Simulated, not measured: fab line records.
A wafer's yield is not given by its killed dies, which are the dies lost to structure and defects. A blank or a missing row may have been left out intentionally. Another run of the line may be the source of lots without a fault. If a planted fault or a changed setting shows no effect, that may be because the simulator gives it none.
fab line records ; flow sky130
[record] lots = 24; wafers = 72; lastDay = 50
route steps=708 shown VT_ADJUST_PCH@150 POLY_CUT@316 LI_CONTACT@375 LOCAL_INTERCONNECT@389 VIA1@460 METAL3@563
lots that met no fault: from a run of the same line without faults
startH: start of the lot's first displayed wafer, in hours after the record's first day ; waitH: hours elapsed since this lot's preceding step ; " unchanged from the row above ; L1.1+2: a single row standing in for several wafers ; - no value, or no start was given ; * or withheld: withheld ; < > ~ a bound
route shown NAME@n: NAME is a module with steps in the file, n the number in the route of the first one ; usual: mean/standard deviation of fault-free wafers ; same: alike in all rows ; chamber/n: place in a boat ; sites: per-site readings ; _std_site: their standard deviation ; _edge_site: the outer-site mean with the inner-site mean subtracted ; radiusMm: for every site, how far away it sits from the centre of the wafer ; mask NAME#n: copy n ; behind: the tool/chamber that last shaped the wafer ; hold: why the lot was held/for how many hours/how that ended ; device: whichever transistor did not switch (one of n, p or np) ; end of line: tests run on the same wafers once the route is complete ; step lacking rows: just its recipe ; killed: dies that structure and defects cost at the first sort, which is not the same as the wafer's yield ; map: dies across one wafer; x = killed, . = not, _ = none there
set.NAME: setting as actually run; set.NAME@STEP: the setting as run at that earlier step ; model.NAME: the simulator's own value behind a step, which no gauge read
the route's steps for a sample of lots (tables are steps, rows are wafers)
services: from which hour (startH, from the record's first day; less than 0 if before it) a tool's chamber was out of use, for how many hours, and why
[[steps]]
[step SKY_VT_ADJUST_PCH_OVL_MEAS_07]
[usual] VT_ADJUST_PCH_OVL = 0.3/1.2
lot.wafer;tool;chamber;startH;waitH;VT_ADJUST_PCH_OVL[nm]
L074.1;overlay-01;-;225.17;-;0.1
L074.3;overlay-01;-;225.17;-;0.0
L074.4;overlay-01;-;225.17;-;1.1
L075.4;overlay-01;-;226.19;-;0.1
L075.5;overlay-01;-;226.19;-;0.0
L075.6;overlay-01;-;226.19;-;-0.1
L076.3;overlay-02;-;240.68;-;1.4
L076.5;overlay-02;-;240.68;-;-0.1
L076.6;overlay-02;-;240.68;-;-0.1
L077.1;overlay-02;-;243.51;-;0.6
L077.3;overlay-02;-;243.51;-;2.0
L077.4;overlay-02;-;243.51;-;-1.9
L078.2;overlay-02;-;253.23;-;-1.6
L078.3;overlay-02;-;253.23;-;0.5
L078.4;overlay-02;-;253.23;-;-0.3
L079.3;overlay-01;-;264.80;-;0.9
L079.4;overlay-01;-;264.80;-;2.1
L079.6;overlay-01;-;264.80;-;1.3
L080.1;overlay-02;-;270.09;-;0.0
L080.3;overlay-02;-;270.09;-;-0.8
L080.6;overlay-02;-;270.09;-;1.8
L081.3;overlay-01;-;281.83;-;-1.7
L081.4;overlay-01;-;281.83;-;-2.4
L081.6;overlay-01;-;281.83;-;-1.8
L082.4;overlay-01;-;288.54;-;-0.2
L082.5;overlay-01;-;288.54;-;-2.1
L082.6;overlay-01;-;288.54;-;0.4
L083.1;overlay-02;-;296.66;-;1.5
L083.2;overlay-02;-;296.66;-;-1.4
L083.4;overlay-02;-;296.66;-;-0.3
L084.2;overlay-01;-;303.25;-;-1.8
L084.5;overlay-01;-;303.25;-;-1.4
L084.6;overlay-01;-;303.25;-;-0.2
L085.1;overlay-02;-;306.42;-;-0.9
L085.4;overlay-02;-;306.42;-;-0.1
L085.6;overlay-02;-;306.42;-;-0.7
L086.3;overlay-02;-;317.57;-;1.5
L086.4;overlay-02;-;317.57;-;0.0
L086.6;overlay-02;-;317.57;-;1.9
L087.3;overlay-01;-;328.77;-;-0.3
L087.4;overlay-01;-;328.77;-;-0.8
L087.6;overlay-01;-;328.77;-;-1.2
L088.2;overlay-02;-;337.93;-;0.6
L088.4;overlay-02;-;337.93;-;0.6
L088.6;overlay-02;-;337.93;-;1.0
L089.2;overlay-01;-;340.60;-;1.6
L089.3;overlay-01;-;340.60;-;0.2
L089.5;overlay-01;-;340.60;-;0.5
L090.3;overlay-01;-;351.70;-;-0.5
L090.5;overlay-01;-;351.70;-;-1.6
L090.6;overlay-01;-;351.70;-;0.7
L091.1;overlay-02;-;356.54;-;3.8
L091.3;overlay-02;-;356.54;-;-0.4
L091.6;overlay-02;-;356.54;-;3.2
L092.1;overlay-02;-;364.49;-;-0.2
L092.3;overlay-02;-;364.49;-;-0.8
L092.5;overlay-02;-;364.49;-;2.6
L093.2;overlay-02;-;372.37;-;-0.1
L093.4;overlay-02;-;372.37;-;-1.3
L093.6;overlay-02;-;372.37;-;-0.7
L094.1;overlay-01;-;380.94;-;0.3
L094.4;overlay-01;-;380.94;-;1.6
L094.6;overlay-01;-;380.94;-;-0.1
L095.2;overlay-02;-;389.30;-;0.9
L095.5;overlay-02;-;389.30;-;2.4
L095.6;overlay-02;-;389.30;-;1.5
L097.2;overlay-02;-;405.62;-;0.1
L097.4;overlay-02;-;405.62;-;-1.5
L097.5;overlay-02;-;405.62;-;-1.1
L096.1;overlay-02;-;406.97;-;0.4
L096.3;overlay-02;-;406.97;-;3.1
L096.4;overlay-02;-;406.97;-;0.8
[step SKY_POLY_CUT_OVL_MEAS_09]
[usual] POLY_CUT_OVL = -4/5.4
lot.wafer;tool;chamber;startH;waitH;POLY_CUT_OVL[nm]
L074.1;overlay-01;-;556.34;0.1;-9
L074.3;overlay-01;-;556.34;0.1;-15
L074.4;overlay-01;-;556.34;0.1;-11
L075.4;overlay-02;-;558.13;0.1;1
L075.5;overlay-02;-;558.13;0.1;7
L075.6;overlay-02;-;558.13;0.1;10
L076.3;overlay-01;-;587.02;0.1;-6
L076.5;overlay-01;-;587.02;0.1;-6
L076.6;overlay-01;-;587.02;0.1;-5
L077.1;overlay-02;-;587.34;0.1;0
L077.3;overlay-02;-;587.34;0.1;-6
L077.4;overlay-02;-;587.34;0.1;-6
L078.2;overlay-01;-;587.41;0.1;-11
L078.3;overlay-01;-;587.41;0.1;-10
L078.4;overlay-01;-;587.41;0.1;-11
L079.3;overlay-02;-;600.06;0.1;5
L079.4;overlay-02;-;600.06;0.1;0
L079.6;overlay-02;-;600.06;0.1;-1
L080.1;overlay-02;-;608.36;0.1;6
L080.3;overlay-02;-;608.36;0.1;4
L080.6;overlay-02;-;608.36;0.1;-3
L081.3;overlay-01;-;622.76;0.1;-12
L081.4;overlay-01;-;622.76;0.1;-5
L081.6;overlay-01;-;622.76;0.1;-10
L082.4;overlay-01;-;625.51;0.1;-12
L082.5;overlay-01;-;625.51;0.1;-2
L082.6;overlay-01;-;625.51;0.1;-3
L083.1;overlay-01;-;639.76;0.1;1
L083.2;overlay-01;-;639.76;0.1;1
L083.4;overlay-01;-;639.76;0.1;-11
L085.1;overlay-01;-;650.94;0.1;-9
L085.4;overlay-01;-;650.94;0.1;-4
L085.6;overlay-01;-;650.94;0.1;-7
L084.2;overlay-02;-;651.20;0.1;-2
L084.5;overlay-02;-;651.20;0.1;0
L084.6;overlay-02;-;651.20;0.1;8
L086.3;overlay-01;-;656.55;0.1;-10
L086.4;overlay-01;-;656.55;0.1;-5
L086.6;overlay-01;-;656.55;0.1;-11
L087.3;overlay-02;-;675.13;0.1;-12
L087.4;overlay-02;-;675.13;0.1;-9
L087.6;overlay-02;-;675.13;0.1;-1
L088.2;overlay-02;-;682.50;0.1;-3
L088.4;overlay-02;-;682.50;0.1;-2
L088.6;overlay-02;-;682.50;0.1;-5
L089.2;overlay-02;-;696.27;0.1;4
L089.3;overlay-02;-;696.27;0.1;2
L089.5;overlay-02;-;696.27;0.1;6
L090.3;overlay-01;-;696.51;0.1;-7
L090.5;overlay-01;-;696.51;0.1;3
L090.6;overlay-01;-;696.51;0.1;-4
L091.1;overlay-02;-;704.28;0.1;7
L091.3;overlay-02;-;704.28;0.1;1
L091.6;overlay-02;-;704.28;0.1;-3
L092.1;overlay-02;-;710.01;0.1;-5
L092.3;overlay-02;-;710.01;0.1;-9
L092.5;overlay-02;-;710.01;0.1;-12
L093.2;overlay-01;-;714.35;0.1;-7
L093.4;overlay-01;-;714.35;0.1;-9
L093.6;overlay-01;-;714.35;0.1;-4
L094.1;overlay-02;-;722.96;0.1;-3
L094.4;overlay-02;-;722.96;0.1;-3
L094.6;overlay-02;-;722.96;0.1;-3
L095.2;overlay-02;-;733.90;0.1;-6
L095.5;overlay-02;-;733.90;0.1;-5
L095.6;overlay-02;-;733.90;0.1;-8
L096.1;overlay-02;-;762.64;0.1;-13
L096.3;overlay-02;-;762.64;0.1;-12
L096.4;overlay-02;-;762.64;0.1;-12
L097.2;overlay-01;-;763.34;0.1;5
L097.4;overlay-01;-;763.34;0.1;3
L097.5;overlay-01;-;763.34;0.1;8
[step SKY_LI_CONTACT_OVL_MEAS_13]
[usual] LI_CONTACT_OVL = -3/4.5
lot.wafer;tool;chamber;startH;waitH;LI_CONTACT_OVL[nm]
L074.1;overlay-01;-;674.74;0.1;-5
L074.3;overlay-01;-;674.74;0.1;-6
L074.4;overlay-01;-;674.74;0.1;1
L075.4;overlay-02;-;676.68;0.1;-1
L075.5;overlay-02;-;676.68;0.1;3
L075.6;overlay-02;-;676.68;0.1;0
L076.3;overlay-02;-;704.63;0.1;-2
L076.5;overlay-02;-;704.63;0.1;0
L076.6;overlay-02;-;704.63;0.1;-3
L077.1;overlay-01;-;704.73;0.1;-7
L077.3;overlay-01;-;704.73;0.1;-4
L077.4;overlay-01;-;704.73;0.1;2
L078.2;overlay-01;-;705.80;0.1;-6
L078.3;overlay-01;-;705.80;0.1;0
L078.4;overlay-01;-;705.80;0.1;-9
L079.3;overlay-02;-;717.51;0.1;4
L079.4;overlay-02;-;717.51;0.1;9
L079.6;overlay-02;-;717.51;0.1;0
L080.1;overlay-01;-;725.16;0.1;-3
L080.3;overlay-01;-;725.16;0.1;-10
L080.6;overlay-01;-;725.16;0.1;-2
L081.3;overlay-02;-;738.25;0.1;-3
L081.4;overlay-02;-;738.25;0.1;-9
L081.6;overlay-02;-;738.25;0.1;-9
L082.4;overlay-01;-;740.76;0.1;-10
L082.5;overlay-01;-;740.76;0.1;-6
L082.6;overlay-01;-;740.76;0.1;-10
L083.1;overlay-02;-;754.84;0.1;-1
L083.2;overlay-02;-;754.84;0.1;-7
L083.4;overlay-02;-;754.84;0.1;-5
L085.1;overlay-02;-;763.71;0.1;-10
L085.4;overlay-02;-;763.71;0.1;-3
L085.6;overlay-02;-;763.71;0.1;2
L084.2;overlay-02;-;765.00;0.1;-15
L084.5;overlay-02;-;765.00;0.1;-7
L084.6;overlay-02;-;765.00;0.1;-14
L086.3;overlay-02;-;770.37;0.1;-2
L086.4;overlay-02;-;770.37;0.1;-3
L086.6;overlay-02;-;770.37;0.1;0
L087.3;overlay-02;-;788.20;0.1;-2
L087.4;overlay-02;-;788.20;0.1;-4
L087.6;overlay-02;-;788.20;0.1;0
L088.2;overlay-02;-;795.47;0.1;-6
L088.4;overlay-02;-;795.47;0.1;-6
L088.6;overlay-02;-;795.47;0.1;-6
L089.2;overlay-01;-;807.55;0.1;-2
L089.3;overlay-01;-;807.55;0.1;-12
L089.5;overlay-01;-;807.55;0.1;-7
L090.3;overlay-02;-;807.57;0.1;-2
L090.5;overlay-02;-;807.57;0.1;-3
L090.6;overlay-02;-;807.57;0.1;5
L091.1;overlay-01;-;813.66;0.1;4
L091.3;overlay-01;-;813.66;0.1;0
L091.6;overlay-01;-;813.66;0.1;-4
L092.1;overlay-01;-;819.64;0.1;-10
L092.3;overlay-01;-;819.64;0.1;-7
L092.5;overlay-01;-;819.64;0.1;-12
L093.2;overlay-02;-;824.30;0.1;-3
L093.4;overlay-02;-;824.30;0.1;-4
L093.6;overlay-02;-;824.30;0.1;-7
L094.1;overlay-02;-;831.09;0.1;-4
L094.4;overlay-02;-;831.09;0.1;-4
L094.6;overlay-02;-;831.09;0.1;-7
L095.2;overlay-02;-;840.40;0.1;1
L095.5;overlay-02;-;840.40;0.1;-4
L095.6;overlay-02;-;840.40;0.1;-6
L096.1;overlay-01;-;869.39;0.1;0
L096.3;overlay-01;-;869.39;0.1;6
L096.4;overlay-01;-;869.39;0.1;-4
L097.2;overlay-02;-;870.40;0.1;-12
L097.4;overlay-02;-;870.40;0.1;-7
L097.5;overlay-02;-;870.40;0.1;-1
[step SKY_LOCAL_INTERCONNECT_THK_MEAS_02]
[recipe] thkMeasGauge = xrf; reads = TiN_of_LOCAL_INTERCONNECT_SPUTTER_00
[usual] LOCAL_INTERCONNECT_TIN_THK = 98.9/1.1
lot.wafer;tool;chamber;startH;waitH;LOCAL_INTERCONNECT_TIN_THK[nm]
L074.1;filmMetro-03;-;676.14;0.1;99.4
L074.3;filmMetro-03;-;676.14;0.1;98.3
L074.4;filmMetro-03;-;676.14;0.1;99.0
L075.4;filmMetro-03;-;678.07;0.1;98.1
L075.5;filmMetro-03;-;678.07;0.1;99.2
L075.6;filmMetro-03;-;678.07;0.1;97.7
L076.3;filmMetro-01;-;706.02;0.1;98.3
L076.5;filmMetro-01;-;706.02;0.1;98.1
L076.6;filmMetro-01;-;706.02;0.1;99.1
L077.1;filmMetro-01;-;706.30;0.1;98.2
L077.3;filmMetro-01;-;706.30;0.1;98.6
L077.4;filmMetro-01;-;706.30;0.1;99.0
L078.2;filmMetro-01;-;707.34;0.1;96.3
L078.3;filmMetro-01;-;707.34;0.1;96.5
L078.4;filmMetro-01;-;707.34;0.1;95.9
L079.3;filmMetro-01;-;719.07;0.1;98.2
L079.4;filmMetro-01;-;719.07;0.1;98.8
L079.6;filmMetro-01;-;719.07;0.1;98.2
L080.1;filmMetro-01;-;726.54;0.1;97.3
L080.3;filmMetro-01;-;726.54;0.1;97.8
L080.6;filmMetro-01;-;726.54;0.1;96.8
L081.3;filmMetro-03;-;739.64;0.1;97.7
L081.4;filmMetro-03;-;739.64;0.1;98.5
L081.6;filmMetro-03;-;739.64;0.1;98.1
L082.4;filmMetro-03;-;742.15;0.1;98.8
L082.5;filmMetro-03;-;742.15;0.1;97.8
L082.6;filmMetro-03;-;742.15;0.1;97.9
L083.1;filmMetro-04;-;756.22;0.1;101.1
L083.2;filmMetro-04;-;756.22;0.1;101.7
L083.4;filmMetro-04;-;756.22;0.1;99.8
L085.1;filmMetro-04;-;765.43;0.1;100.1
L085.4;filmMetro-04;-;765.43;0.1;100.5
L085.6;filmMetro-04;-;765.43;0.1;100.9
L084.2;filmMetro-01;-;766.42;0.1;100.2
L084.5;filmMetro-01;-;766.42;0.1;99.7
L084.6;filmMetro-01;-;766.42;0.1;98.2
L086.3;filmMetro-04;-;771.76;0.1;99.8
L086.4;filmMetro-04;-;771.76;0.1;100.8
L086.6;filmMetro-04;-;771.76;0.1;100.7
L087.3;filmMetro-01;-;789.59;0.1;97.4
L087.4;filmMetro-01;-;789.59;0.1;98.3
L087.6;filmMetro-01;-;789.59;0.1;99.3
L088.2;filmMetro-01;-;796.86;0.1;99.8
L088.4;filmMetro-01;-;796.86;0.1;99.7
L088.6;filmMetro-01;-;796.86;0.1;100.7
L089.2;filmMetro-01;-;808.95;0.1;100.3
L089.3;filmMetro-01;-;808.95;0.1;99.5
L089.5;filmMetro-01;-;808.95;0.1;98.9
L090.3;filmMetro-03;-;808.97;0.1;99.8
L090.5;filmMetro-03;-;808.97;0.1;99.2
L090.6;filmMetro-03;-;808.97;0.1;98.7
L091.1;filmMetro-01;-;815.05;0.1;99.4
L091.3;filmMetro-01;-;815.05;0.1;99.0
L091.6;filmMetro-01;-;815.05;0.1;98.9
L092.1;filmMetro-04;-;821.02;0.1;98.6
L092.3;filmMetro-04;-;821.02;0.1;99.6
L092.5;filmMetro-04;-;821.02;0.1;98.7
L093.2;filmMetro-03;-;825.68;0.1;98.0
L093.4;filmMetro-03;-;825.68;0.1;97.5
L093.6;filmMetro-03;-;825.68;0.1;96.7
L094.1;filmMetro-01;-;832.49;0.1;98.9
L094.4;filmMetro-01;-;832.49;0.1;100.1
L094.6;filmMetro-01;-;832.49;0.1;97.8
L095.2;filmMetro-04;-;841.80;0.1;98.5
L095.5;filmMetro-04;-;841.80;0.1;100.1
L095.6;filmMetro-04;-;841.80;0.1;99.2
L096.1;filmMetro-03;-;870.77;0.1;99.3
L096.3;filmMetro-03;-;870.77;0.1;101.0
L096.4;filmMetro-03;-;870.77;0.1;99.1
L097.2;filmMetro-03;-;871.79;0.1;98.5
L097.4;filmMetro-03;-;871.79;0.1;99.8
L097.5;filmMetro-03;-;871.79;0.1;99.4
[step SKY_VIA1_CMP_02]
[recipe] material = SiO2; downForcePsi = 4; platenRpm = 60; padVelocityMS = 0.94248
[usual] motorCurrentA = 11.8/1; retainingRingPressureFrac = 1.000/0.0048; slurryFilterDpKPa = 13.50/0.15
lot.wafer;tool;chamber;startH;waitH;motorCurrentA;retainingRingPressureFrac;slurryFilterDpKPa
L074.1;cmp-01;0;764.40;0.1;12.2;0.994;13.52
L074.4;cmp-01;1;764.40;0.1;12.1;1.002;13.48
L074.3;cmp-01;2;764.40;0.1;11.3;1.002;13.46
L075.4;cmp-01;3;766.98;0.1;11.1;0.993;13.85
L075.5;cmp-01;1;766.98;0.1;11.3;1.003;13.73
L075.6;cmp-01;2;766.98;0.1;11.7;1.001;13.43
L076.3;cmp-02;0;791.86;0.1;12.6;1.007;13.38
L076.5;cmp-02;2;791.86;0.1;11.7;0.996;13.45
L076.6;cmp-02;3;791.86;0.1;9.8;1.004;13.42
L077.1;cmp-02;0;792.18;0.1;13.4;1.004;13.61
L077.3;cmp-02;1;792.18;0.1;12.8;1.007;13.40
L077.4;cmp-02;2;792.18;0.1;12.6;0.997;13.46
L078.4;cmp-01;3;793.36;0.0;11.6;0.993;13.64
L078.2;cmp-01;0;793.36;0.0;11.0;0.994;13.38
L078.3;cmp-01;1;793.36;0.0;11.3;0.997;13.55
L079.4;cmp-02;3;803.71;0.0;10.3;0.994;13.52
L079.3;cmp-02;1;803.71;0.0;12.3;1.002;13.79
L079.6;cmp-02;3;803.71;0.0;9.8;1.006;13.72
L080.1;cmp-02;2;812.06;0.1;12.3;1.002;13.61
L080.3;cmp-02;3;812.06;0.1;9.7;0.997;13.46
L080.6;cmp-02;1;812.06;0.1;13.3;1.002;13.49
L081.3;cmp-01;3;823.81;0.0;12.1;1.005;13.54
L081.4;cmp-01;0;823.81;0.0;11.4;1.007;13.58
L081.6;cmp-01;0;823.81;0.0;11.9;1.000;13.41
L082.4;cmp-01;3;826.11;0.0;12.4;1.003;13.74
L082.5;cmp-01;3;826.11;0.0;11.8;1.004;13.34
L082.6;cmp-01;0;826.11;0.0;11.8;0.992;13.29
L083.1;cmp-02;0;840.11;0.1;12.9;1.000;13.32
L083.4;cmp-02;1;840.11;0.1;12.5;0.994;13.46
L083.2;cmp-02;2;840.11;0.1;12.3;0.995;13.47
L085.1;cmp-02;2;848.72;0.1;12.8;0.999;13.39
L085.4;cmp-02;0;848.72;0.1;13.1;0.998;13.29
L085.6;cmp-02;2;848.72;0.1;12.8;0.994;13.70
L084.2;cmp-02;1;849.77;0.2;13.8;0.998;13.62
L084.5;cmp-02;2;849.77;0.2;12.7;1.006;13.83
L084.6;cmp-02;3;849.77;0.2;10.6;1.003;13.37
L086.3;cmp-01;2;854.83;0.0;11.4;1.001;13.67
L086.4;cmp-01;0;854.83;0.0;11.7;0.999;13.39
L086.6;cmp-01;2;854.83;0.0;11.5;1.002;13.47
L087.3;cmp-02;1;872.62;0.0;13.0;1.003;13.45
L087.4;cmp-02;0;872.62;0.0;12.9;1.004;13.22
L087.6;cmp-02;2;872.62;0.0;12.6;1.000;13.55
L088.2;cmp-01;3;879.43;0.0;11.5;0.999;13.62
L088.4;cmp-01;0;879.43;0.0;11.7;1.003;13.45
L088.6;cmp-01;0;879.43;0.0;11.6;0.998;13.48
L089.2;cmp-01;0;890.37;0.0;11.9;0.994;13.53
L089.3;cmp-01;2;890.37;0.0;11.0;1.006;13.56
L089.5;cmp-01;0;890.37;0.0;12.0;0.995;13.76
L090.3;cmp-02;2;890.78;0.1;12.0;1.012;13.75
L090.6;cmp-02;0;890.78;0.1;13.2;0.992;13.62
L090.5;cmp-02;1;890.78;0.1;12.3;1.001;13.47
L091.3;cmp-01;2;897.24;0.0;11.0;1.002;13.46
L091.1;cmp-01;3;897.24;0.0;11.4;1.003;13.37
L091.6;cmp-01;3;897.24;0.0;11.7;1.005;13.55
L092.3;cmp-02;2;903.47;0.0;12.4;1.000;13.46
L092.1;cmp-02;3;903.47;0.0;10.2;0.998;13.53
L092.5;cmp-02;2;903.47;0.0;12.1;1.002;13.52
L093.4;cmp-02;3;907.00;0.0;9.7;1.002;13.47
L093.2;cmp-02;0;907.00;0.0;13.8;1.003;13.87
L093.6;cmp-02;3;907.00;0.0;10.5;0.992;13.43
L094.1;cmp-01;3;914.37;0.1;11.3;1.008;13.51
L094.4;cmp-01;0;914.37;0.1;11.1;1.005;13.44
L094.6;cmp-01;3;914.37;0.1;11.6;1.001;13.75
L095.2;cmp-01;2;922.32;0.1;11.3;1.002;13.46
L095.5;cmp-01;0;922.32;0.1;11.6;0.998;13.53
L095.6;cmp-01;1;922.32;0.1;12.4;0.998;13.62
L096.4;cmp-02;3;950.45;0.0;10.2;0.996;13.38
L096.1;cmp-02;0;950.45;0.0;12.8;1.000;13.59
L096.3;cmp-02;1;950.45;0.0;13.0;1.006;13.37
L097.4;cmp-02;1;951.28;0.1;12.7;1.002;13.44
L097.2;cmp-02;2;951.28;0.1;12.5;1.007;13.56
L097.5;cmp-02;3;951.28;0.1;9.9;1.009;13.43
[step SKY_METAL3_CD_MEAS_13]
[recipe] targetCdNm = 300
[usual] cdNm = 300.1/1.3
lot.wafer;tool;chamber;startH;waitH;cdNm
L074.1;cdSem-01;-;900.67;-;301.8
L074.3;cdSem-01;-;900.67;-;300.0
L074.4;cdSem-01;-;900.67;-;302.3
L075.4;cdSem-01;-;902.03;-;300.9
L075.5;cdSem-01;-;902.03;-;299.9
L075.6;cdSem-01;-;902.03;-;300.0
L076.3;cdSem-01;-;925.36;-;301.8
L076.5;cdSem-01;-;925.36;-;301.9
L076.6;cdSem-01;-;925.36;-;301.2
L077.1;cdSem-01;-;926.47;-;298.8
L077.3;cdSem-01;-;926.47;-;298.9
L077.4;cdSem-01;-;926.47;-;299.7
L078.2;cdSem-01;-;928.24;-;298.2
L078.3;cdSem-01;-;928.24;-;299.5
L078.4;cdSem-01;-;928.24;-;298.6
L079.3;cdSem-01;-;937.86;-;300.6
L079.4;cdSem-01;-;937.86;-;299.6
L079.6;cdSem-01;-;937.86;-;298.5
L080.1;cdSem-01;-;945.17;-;298.5
L080.3;cdSem-01;-;945.17;-;299.9
L080.6;cdSem-01;-;945.17;-;299.8
L081.3;cdSem-02;-;957.57;-;297.3
L081.4;cdSem-02;-;957.57;-;298.3
L081.6;cdSem-02;-;957.57;-;298.1
L082.4;cdSem-01;-;958.13;-;300.3
L082.5;cdSem-01;-;958.13;-;299.0
L082.6;cdSem-01;-;958.13;-;299.6
L083.1;cdSem-02;-;970.84;-;299.6
L083.2;cdSem-02;-;970.84;-;300.1
L083.4;cdSem-02;-;970.84;-;300.5
L085.1;cdSem-02;-;979.53;-;300.0
L085.4;cdSem-02;-;979.53;-;301.0
L085.6;cdSem-02;-;979.53;-;300.7
L084.2;cdSem-02;-;980.21;-;298.4
L084.5;cdSem-02;-;980.21;-;299.3
L084.6;cdSem-02;-;980.21;-;298.8
L086.3;cdSem-02;-;984.96;-;302.2
L086.4;cdSem-02;-;984.96;-;301.7
L086.6;cdSem-02;-;984.96;-;302.9
L087.3;cdSem-02;-;999.41;-;300.1
L087.4;cdSem-02;-;999.41;-;300.7
L087.6;cdSem-02;-;999.41;-;300.5
L088.2;cdSem-02;-;1006.96;-;302.0
L088.4;cdSem-02;-;1006.96;-;298.7
L088.6;cdSem-02;-;1006.96;-;299.1
L089.2;cdSem-01;-;1014.15;-;298.7
L089.3;cdSem-01;-;1014.15;-;299.1
L089.5;cdSem-01;-;1014.15;-;298.3
L090.3;cdSem-02;-;1016.97;-;299.3
L090.5;cdSem-02;-;1016.97;-;301.4
L090.6;cdSem-02;-;1016.97;-;299.3
L091.1;cdSem-01;-;1021.67;-;299.3
L091.3;cdSem-01;-;1021.67;-;298.7
L091.6;cdSem-01;-;1021.67;-;299.5
L092.1;cdSem-02;-;1027.38;-;299.9
L092.3;cdSem-02;-;1027.38;-;299.0
L092.5;cdSem-02;-;1027.38;-;300.7
L093.2;cdSem-02;-;1031.01;-;301.2
L093.4;cdSem-02;-;1031.01;-;300.9
L093.6;cdSem-02;-;1031.01;-;302.4
L094.1;cdSem-01;-;1037.03;-;303.3
L094.4;cdSem-01;-;1037.03;-;302.5
L094.6;cdSem-01;-;1037.03;-;302.9
L095.2;cdSem-01;-;1043.44;-;300.1
L095.5;cdSem-01;-;1043.44;-;301.4
L095.6;cdSem-01;-;1043.44;-;300.8
L096.1;cdSem-02;-;1069.79;-;300.3
L096.3;cdSem-02;-;1069.79;-;299.9
L096.4;cdSem-02;-;1069.79;-;300.9
L097.2;cdSem-01;-;1070.81;-;300.8
L097.4;cdSem-01;-;1070.81;-;301.8
L097.5;cdSem-01;-;1070.81;-;300.4
[[services]]
tool;chamber;startH;hours;kind
cmp-01;-;744.17;4.0;pm
cmp-01;-;748.17;-;consumableReplace:conditioner
cmp-01;-;748.17;-;consumableReplace:pad
cmp-02;-;760.87;7.6;pm
cmp-02;-;777.06;0.4;repair
cmp-02;-;787.01;1.3;repair
cmp-01;-;799.99;0.9;repair
cmp-02;-;844.74;3.4;pm
cmp-02;-;852.67;2.3;repair
cmp-02;-;861.98;1.3;repair
cmp-01;-;873.83;3.1;repair
cmp-02;-;912.14;4.0;pm
cmp-02;-;916.14;-;consumableReplace:conditioner
cmp-02;-;916.14;-;consumableReplace:pad
[[key]]
fault none
